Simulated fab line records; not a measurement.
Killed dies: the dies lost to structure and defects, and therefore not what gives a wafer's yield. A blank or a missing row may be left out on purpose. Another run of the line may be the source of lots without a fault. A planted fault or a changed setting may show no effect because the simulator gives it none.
A single fault, viewed from 2 desks / flow gf180mcu / only its own numbers are on each desk; what lay behind them is given at the end

== FOR THE TOOL OWNER'S DESK: litho-track-03 ==
The tool's own readings at GF_LVPWELL_COAT_02 (resist thk 3000 nm): means of the sampled wafers that have a number, for each lot that ran on this tool. Any lot whose mean is over 4 standard deviations away from the usual mean is out of limits and marked OUT; that distance is given in the brackets.
Columns: A = spin-speed-rpm at GF_LVPWELL_COAT_02, usual 1999.9 rpm
lot=L196; first seen here=day 3 16:02; A=1998.7
lot=L201; first seen here=day 4 18:19; A=2000.0
lot=L206; first seen here=day 5 20:08; A=1999.0
This desk's verdict: no lot among the 3 shows anything out of limits.

== THE METROLOGY DESK ==
Lot by lot, what the gauges showed, no matter which tool ran the lot: averages of those sampled wafers that carry a number. Any lot whose mean is over 4 standard deviations away from the usual mean is out of limits and marked OUT; that distance is given in the brackets.
Columns: A = MVSD_OVL at GF_MVSD_OVL_MEAS_07, usual 0.4 nm; B = MVSD_TW at GF_MVSD_TW_MEAS_11, usual 1582
lot=L196; first seen here=day 4 12:58; A=0.4; B=1599
lot=L197; first seen here=day 4 19:37; A=0.3; B=1592
lot=L199; first seen here=day 5 03:56; A=0.8; B=1551
lot=L201; first seen here=day 5 16:31; A=1.5; B=1584
lot=L206; first seen here=day 6 19:41; A=-0.1; B=1553
lot=L207; first seen here=day 7 02:10; A=-2.7; B=1598
lot=L208; first seen here=day 7 06:02; A=1.3; B=1595
lot=L211; first seen here=day 8 04:03; A=1.9; B=1551
lot=L213; first seen here=day 8 14:55; A=-0.6; B=1604
lot=L215; first seen here=day 9 00:31; A=-1.0; B=1558
lot=L217; first seen here=day 9 12:24; A=1.4; B=1555
lot=L219; first seen here=day 10 02:25; A=-0.2; B=1609
This desk's verdict: no lot among the 12 shows anything out of limits.

== TAKEN TOGETHER ==
Nothing out of limits was seen by the tool owner's desk.
Metrology desk: nothing out of limits seen.

== WHAT THE SIMULATOR PUT IN ==
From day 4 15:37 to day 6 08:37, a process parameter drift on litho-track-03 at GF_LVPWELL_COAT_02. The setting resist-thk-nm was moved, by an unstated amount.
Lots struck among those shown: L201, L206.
